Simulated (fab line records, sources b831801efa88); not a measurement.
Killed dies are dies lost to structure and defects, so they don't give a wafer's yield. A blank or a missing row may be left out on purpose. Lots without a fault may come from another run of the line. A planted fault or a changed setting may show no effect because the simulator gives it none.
Which tool did it? | flow gf180mcu | 11 lots, 33 wafers sampled, at 2 steps of a route of 602

WHAT THE GAUGES READ, wafer by wafer
GF_SAB_THK_MEAS_01.
lot  | measured     | on            | SAB_CVD_00_THK (nm)
L947 | day 14 07:47 | film_metro-04 | 49.6 50.5 50.7
L948 | day 15 03:52 | film_metro-02 | 49.6 49.2 50.0
L952 | day 16 00:14 | film_metro-02 | 50.3 51.3 50.8
L955 | day 17 06:41 | film_metro-01 | 49.0 51.0 50.3
L956 | day 17 10:47 | film_metro-02 | 49.9 51.2 50.2
L958 | day 18 13:19 | film_metro-04 | 50.0 50.6 50.6
L960 | day 18 23:56 | film_metro-02 | 50.4 50.2 50.7
L961 | day 19 10:12 | film_metro-01 | 49.1 50.1 50.7
L962 | day 19 20:01 | film_metro-02 | 49.2 49.4 49.7
L964 | day 20 06:55 | film_metro-01 | 49.4 50.8 50.9
L965 | day 20 15:56 | film_metro-02 | 49.9 49.0 49.4

WHICH TOOL RAN EACH LOT (tool, then ch and the chambers of the sampled wafers, then the start)
lot  | GF_HV_LDD_STRIP_10
L947 | plasma_asher-04 ch 0,1, day 10 02:23
L948 | plasma_asher-04 ch 0,1, day 10 19:11
L952 | plasma_asher-03 ch 0,1, day 11 14:27
L955 | plasma_asher-03 ch 0,1, day 12 14:25
L956 | plasma_asher-03 ch 0,1, day 12 18:59
L958 | plasma_asher-03 ch 0,1, day 13 17:34
L960 | plasma_asher-04 ch 0,1, day 14 04:49
L961 | plasma_asher-04 ch 0,1, day 14 12:08
L962 | plasma_asher-04 ch 0,1, day 14 20:55
L964 | plasma_asher-04 ch 0,1, day 15 07:09
L965 | plasma_asher-03 ch 0,1, day 15 15:25
- GF_HV_LDD_STRIP_10: strips in O2/N2.

THE ANSWER, worked out from the rows above alone
Rule: what is usual is taken from the lots themselves. Put in order of their means at a reading, lots are off if they are a third of the lots or fewer, leave a main group of 4 or more, and stand apart from it by a gap of 3 or more times the standard deviation of the main group's means; of several such gaps the widest counts. A main group whose means are all the same, to the digits that the tables above print for the reading, isn't used. A lot without any number at a reading at which 4 lots or more have one is off too. The other lots that the step has rows for count as sound.
No lot is off at any reading shown: from this, nothing can be told.

WHAT THE SIMULATOR HAD PUT IN
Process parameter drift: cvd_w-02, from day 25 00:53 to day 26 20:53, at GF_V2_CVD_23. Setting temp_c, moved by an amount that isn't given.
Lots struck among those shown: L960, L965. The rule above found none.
